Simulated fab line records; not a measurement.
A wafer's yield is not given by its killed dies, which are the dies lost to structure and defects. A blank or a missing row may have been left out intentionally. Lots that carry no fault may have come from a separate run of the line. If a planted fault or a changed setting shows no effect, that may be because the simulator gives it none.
fab line records :: flow sfq-line
record
  lots=14
  wafers=42
  last-day=88
route steps=325 shown I2@114
lots that met no fault: from a run of the same line without faults
start-h: the number of hours between the record's first day and the start of the first shown wafer of the lot :: wait-h: time in hours since the lot's previous step :: " repeats the value in the row above :: L1.1+2: one row covering several wafers at once :: - no value, or no start given :: * or withheld: withheld :: < > ~ a bound
route shown NAME@n: NAME is a module with steps in the file, n the number in the route of the first one :: usual: the fault-free wafers' mean and standard deviation :: same: alike in all rows :: chamber/n: place in a boat :: sites: readings site by site :: _std_site: their standard deviation :: _edge_site: inner sites' mean taken away from outer sites' mean :: radius-mm: how far each site lies from the wafer's centre :: mask NAME#n: copy n :: behind: the last tool/chamber to shape the wafer :: hold: why the lot went on hold/how many hours it stayed there/how the hold came to an end :: device: the transistor (n, p or np) that didn't switch :: end of line: the same wafers' tests at the end of the route :: a step given without rows: its recipe and nothing more :: killed: dies that structure and defects cost at the first sort, which is not the same as the wafer's yield :: map: per-die view of a wafer (x killed, . not killed, _ where there is no die)
set.NAME: the setting the step ran with; set.NAME@STEP: the setting that earlier step ran with :: model.NAME: the simulator's own value behind a step, which no gauge read
the route's steps for a sample of lots (tables are steps, rows are wafers)
services: the hour from which a tool's chamber was out of use, counted from the record's first day as start-h (under 0 if before that day), plus the number of hours and why
## steps
# step SFQ_TRILAYER_I2_VIA_BARC_OPEN_VIA_ETCH_096
# recipe
  mask-material=PR
  chemistry=O2
  target-depth-nm=125
  target=BARC
  source-w=500
  bias-w=80
  pressure-mtorr=30
  time-s=41.7
# usual
  drypump-motor-current-A=5.9/0.63
  oes-product-au=0.685/0.0044
  run-length-s=70.1/0.43
lot.wafer: L989.1
tool: rie-diel-04
chamber: 1
start-h: 525.27
wait-h: 0.0
drypump-motor-current-A: 5.2
oes-product-au: 0.689
rf-hours-counter-h: 2
run-length-s: 69.4

lot.wafer: L989.2
tool: rie-diel-04
chamber: 2
start-h: 525.27
wait-h: 0.0
drypump-motor-current-A: 6.5
oes-product-au: 0.685
rf-hours-counter-h: 20
run-length-s: 70.3

lot.wafer: L989.6
tool: rie-diel-04
chamber: 0
start-h: 525.27
wait-h: 0.0
drypump-motor-current-A: 6.3
oes-product-au: 0.685
rf-hours-counter-h: -
run-length-s: 69.9

lot.wafer: L991.1
tool: rie-diel-03
chamber: 2
start-h: 546.87
wait-h: 0.0
drypump-motor-current-A: 5.0
oes-product-au: 0.688
rf-hours-counter-h: 70
run-length-s: 70.5

lot.wafer: L991.4
tool: rie-diel-03
chamber: 0
start-h: 546.87
wait-h: 0.0
drypump-motor-current-A: 4.9
oes-product-au: 0.690
rf-hours-counter-h: 5
run-length-s: 69.5

lot.wafer: L991.6
tool: rie-diel-03
chamber: 0
start-h: 546.87
wait-h: 0.0
drypump-motor-current-A: 4.9
oes-product-au: 0.685
rf-hours-counter-h: -
run-length-s: 69.6

lot.wafer: L992.1
tool: rie-diel-04
chamber: 1
start-h: 554.07
wait-h: 0.0
drypump-motor-current-A: 5.2
oes-product-au: 0.689
rf-hours-counter-h: 2
run-length-s: 69.5

lot.wafer: L992.5
tool: rie-diel-04
chamber: 2
start-h: 554.07
wait-h: 0.0
drypump-motor-current-A: 6.4
oes-product-au: 0.686
rf-hours-counter-h: -
run-length-s: 70.5

lot.wafer: L992.6
tool: rie-diel-04
chamber: 3
start-h: 554.07
wait-h: 0.0
drypump-motor-current-A: 6.7
oes-product-au: 0.685
rf-hours-counter-h: -
run-length-s: 70.2

lot.wafer: L994.1
tool: rie-diel-04
chamber: 1
start-h: 586.57
wait-h: 0.0
drypump-motor-current-A: 5.2
oes-product-au: 0.683
rf-hours-counter-h: 3
run-length-s: 69.3

lot.wafer: L994.3
tool: rie-diel-04
chamber: 2
start-h: 586.57
wait-h: 0.0
drypump-motor-current-A: 6.5
oes-product-au: 0.692
rf-hours-counter-h: 21
run-length-s: 70.4

lot.wafer: L994.4
tool: rie-diel-04
chamber: 3
start-h: 586.57
wait-h: 0.0
drypump-motor-current-A: 6.7
oes-product-au: 0.684
rf-hours-counter-h: 71
run-length-s: 70.5

lot.wafer: L995.1
tool: rie-diel-04
chamber: 1
start-h: 599.77
wait-h: 0.0
drypump-motor-current-A: 5.2
oes-product-au: 0.684
rf-hours-counter-h: 3
run-length-s: 70.1

lot.wafer: L995.2
tool: rie-diel-04
chamber: 3
start-h: 599.77
wait-h: 0.0
drypump-motor-current-A: 6.7
oes-product-au: 0.681
rf-hours-counter-h: 71
run-length-s: 70.7

lot.wafer: L995.4
tool: rie-diel-04
chamber: 0
start-h: 599.77
wait-h: 0.0
drypump-motor-current-A: 6.3
oes-product-au: 0.680
rf-hours-counter-h: 63
run-length-s: 70.0

lot.wafer: L996.4
tool: rie-diel-04
chamber: 3
start-h: 605.77
wait-h: 0.0
drypump-motor-current-A: 6.7
oes-product-au: 0.679
rf-hours-counter-h: 71
run-length-s: 70.2

lot.wafer: L996.5
tool: rie-diel-04
chamber: 0
start-h: 605.77
wait-h: 0.0
drypump-motor-current-A: 6.3
oes-product-au: 0.686
rf-hours-counter-h: -
run-length-s: 69.9

lot.wafer: L996.6
tool: rie-diel-04
chamber: 1
start-h: 605.77
wait-h: 0.0
drypump-motor-current-A: 5.2
oes-product-au: 0.681
rf-hours-counter-h: -
run-length-s: 69.3

lot.wafer: L998.2
tool: rie-diel-04
chamber: 0
start-h: 624.97
wait-h: 0.0
drypump-motor-current-A: 6.3
oes-product-au: 0.680
rf-hours-counter-h: 63
run-length-s: 70.7

lot.wafer: L998.4
tool: rie-diel-04
chamber: 1
start-h: 624.97
wait-h: 0.0
drypump-motor-current-A: 5.2
oes-product-au: 0.694
rf-hours-counter-h: 4
run-length-s: 69.5

lot.wafer: L998.5
tool: rie-diel-04
chamber: 2
start-h: 624.97
wait-h: 0.0
drypump-motor-current-A: 6.5
oes-product-au: 0.690
rf-hours-counter-h: -
run-length-s: 70.6

lot.wafer: L999.1
tool: rie-diel-01
chamber: 1
start-h: 633.37
wait-h: 0.0
drypump-motor-current-A: 4.8
oes-product-au: 0.684
rf-hours-counter-h: 27
run-length-s: 70.1

lot.wafer: L999.4
tool: rie-diel-01
chamber: 2
start-h: 633.37
wait-h: 0.0
drypump-motor-current-A: 5.8
oes-product-au: 0.691
rf-hours-counter-h: 5
run-length-s: 70.4

lot.wafer: L999.5
tool: rie-diel-01
chamber: 2
start-h: 633.37
wait-h: 0.0
drypump-motor-current-A: 5.8
oes-product-au: 0.684
rf-hours-counter-h: -
run-length-s: 70.3

lot.wafer: L101.1
tool: rie-diel-04
chamber: 1
start-h: 657.88
wait-h: 0.0
drypump-motor-current-A: 5.3
oes-product-au: 0.690
rf-hours-counter-h: 4
run-length-s: 69.3

lot.wafer: L101.3
tool: rie-diel-04
chamber: 0
start-h: 657.88
wait-h: 0.0
drypump-motor-current-A: 6.3
oes-product-au: 0.687
rf-hours-counter-h: 64
run-length-s: 70.2

lot.wafer: L101.4
tool: rie-diel-04
chamber: 1
start-h: 657.88
wait-h: 0.0
drypump-motor-current-A: 5.3
oes-product-au: 0.679
rf-hours-counter-h: -
run-length-s: 69.4

lot.wafer: L103.1
tool: rie-diel-01
chamber: 1
start-h: 683.08
wait-h: 0.0
drypump-motor-current-A: 4.8
oes-product-au: 0.683
rf-hours-counter-h: 28
run-length-s: 69.7

lot.wafer: L103.5
tool: rie-diel-01
chamber: 0
start-h: 683.08
wait-h: 0.0
drypump-motor-current-A: 6.0
oes-product-au: 0.690
rf-hours-counter-h: -
run-length-s: 69.9

lot.wafer: L103.6
tool: rie-diel-01
chamber: 3
start-h: 683.08
wait-h: 0.0
drypump-motor-current-A: 5.8
oes-product-au: 0.686
rf-hours-counter-h: -
run-length-s: 69.7

lot.wafer: L106.1
tool: rie-diel-01
chamber: 3
start-h: 714.28
wait-h: 0.0
drypump-motor-current-A: 5.8
oes-product-au: 0.687
rf-hours-counter-h: 8
run-length-s: 69.7

lot.wafer: L106.4
tool: rie-diel-01
chamber: 1
start-h: 714.28
wait-h: 0.0
drypump-motor-current-A: 4.8
oes-product-au: 0.696
rf-hours-counter-h: 29
run-length-s: 69.6

lot.wafer: L106.5
tool: rie-diel-01
chamber: 2
start-h: 714.28
wait-h: 0.0
drypump-motor-current-A: 5.8
oes-product-au: 0.631
rf-hours-counter-h: -
run-length-s: 78.5

lot.wafer: L107.2
tool: rie-diel-01
chamber: 1
start-h: 719.08
wait-h: 0.0
drypump-motor-current-A: 4.9
oes-product-au: 0.684
rf-hours-counter-h: 29
run-length-s: 69.7

lot.wafer: L107.4
tool: rie-diel-01
chamber: 3
start-h: 719.08
wait-h: 0.0
drypump-motor-current-A: 5.8
oes-product-au: 0.689
rf-hours-counter-h: 8
run-length-s: 69.8

lot.wafer: L107.6
tool: rie-diel-01
chamber: 2
start-h: 719.08
wait-h: 0.0
drypump-motor-current-A: 5.8
oes-product-au: 0.630
rf-hours-counter-h: -
run-length-s: 79.3

lot.wafer: L110.1
tool: rie-diel-03
chamber: 1
start-h: 745.48
wait-h: 0.0
drypump-motor-current-A: 6.4
oes-product-au: 0.685
rf-hours-counter-h: 7
run-length-s: 69.7

lot.wafer: L110.3
tool: rie-diel-03
chamber: 3
start-h: 745.48
wait-h: 0.0
drypump-motor-current-A: 6.1
oes-product-au: 0.680
rf-hours-counter-h: 1
run-length-s: 69.7

lot.wafer: L110.6
tool: rie-diel-03
chamber: 2
start-h: 745.48
wait-h: 0.0
drypump-motor-current-A: 5.0
oes-product-au: 0.684
rf-hours-counter-h: -
run-length-s: 70.2

lot.wafer: L111.1
tool: rie-diel-04
chamber: 3
start-h: 763.30
wait-h: 0.0
drypump-motor-current-A: 6.7
oes-product-au: 0.682
rf-hours-counter-h: 2
run-length-s: 70.2

lot.wafer: L111.3
tool: rie-diel-04
chamber: 2
start-h: 763.30
wait-h: 0.0
drypump-motor-current-A: 6.5
oes-product-au: 0.679
rf-hours-counter-h: 25
run-length-s: 70.8

lot.wafer: L111.4
tool: rie-diel-04
chamber: 0
start-h: 763.30
wait-h: 0.0
drypump-motor-current-A: 6.3
oes-product-au: 0.687
rf-hours-counter-h: 1
run-length-s: 70.2
## services
tool: rie-diel-01
chamber: 3
start-h: 504.28
hours: 3.9
kind: repair

tool: rie-diel-01
chamber: 2
start-h: 539.74
hours: 2.4
kind: repair

tool: rie-diel-04
chamber: 1
start-h: 572.48
hours: 7.2
kind: repair

tool: rie-diel-03
chamber: 3
start-h: 583.99
hours: 4.5
kind: repair

tool: rie-diel-03
chamber: 0
start-h: 586.12
hours: 3.7
kind: repair

tool: rie-diel-01
chamber: 1
start-h: 586.24
hours: 8.5
kind: repair

tool: rie-diel-04
chamber: 0
start-h: 629.94
hours: 2.8
kind: repair

tool: rie-diel-01
chamber: -
start-h: 645.88
hours: 0.5
kind: repair

tool: rie-diel-04
chamber: 3
start-h: 651.67
hours: -
kind: clean

tool: rie-diel-04
chamber: 3
start-h: 651.67
hours: 15.6
kind: scheduled-down

tool: rie-diel-04
chamber: 3
start-h: 651.67
hours: 15.6
kind: vent-cycle

tool: rie-diel-03
chamber: 1
start-h: 653.62
hours: 7.7
kind: repair

tool: rie-diel-01
chamber: 0
start-h: 654.30
hours: 4.8
kind: repair

tool: rie-diel-04
chamber: -
start-h: 660.24
hours: 2.8
kind: pm

tool: rie-diel-04
chamber: 1
start-h: 676.77
hours: 6.1
kind: repair

tool: rie-diel-04
chamber: 0
start-h: 694.68
hours: -
kind: clean

tool: rie-diel-04
chamber: 0
start-h: 694.68
hours: 21.6
kind: scheduled-down

tool: rie-diel-04
chamber: 0
start-h: 694.68
hours: 21.6
kind: vent-cycle

tool: rie-diel-01
chamber: 1
start-h: 698.78
hours: 5.5
kind: repair

tool: rie-diel-04
chamber: 2
start-h: 716.45
hours: 2.7
kind: repair

tool: rie-diel-01
chamber: 0
start-h: 720.34
hours: -
kind: clean

tool: rie-diel-01
chamber: 0
start-h: 720.34
hours: 22.1
kind: scheduled-down

tool: rie-diel-03
chamber: 2
start-h: 749.35
hours: 1.7
kind: repair

tool: rie-diel-03
chamber: 0
start-h: 760.97
hours: 34.7
kind: repair
## key
first-sign
  step=SFQ_TRILAYER_I2_VIA_BARC_OPEN_VIA_ETCH_096
  reading=run-length-s
  direction=up
  sigmas=20
  usual=*
  struck=*
effect
  step=SFQ_TRILAYER_I2_VIA_BARC_OPEN_VIA_ETCH_096
  reading=oes-product-au
  direction=down
  sigmas=12
  usual=0.685
  struck=0.630
met-at SFQ_TRILAYER_I2_VIA_BARC_OPEN_VIA_ETCH_096
struck-lots L106,L107
struck-wafers L106.5,L107.6
onset-between 633.37 714.28
fault
  kind=process-parameter-drift
  tool=rie-diel-01
  chamber=2
  onset-h=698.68
  steps=SFQ_TRILAYER_I2_VIA_BARC_OPEN_VIA_ETCH_096
  channel=time-s
  offset=*
  shape=step
  end-h=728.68
  acts-in=*
  stated=*
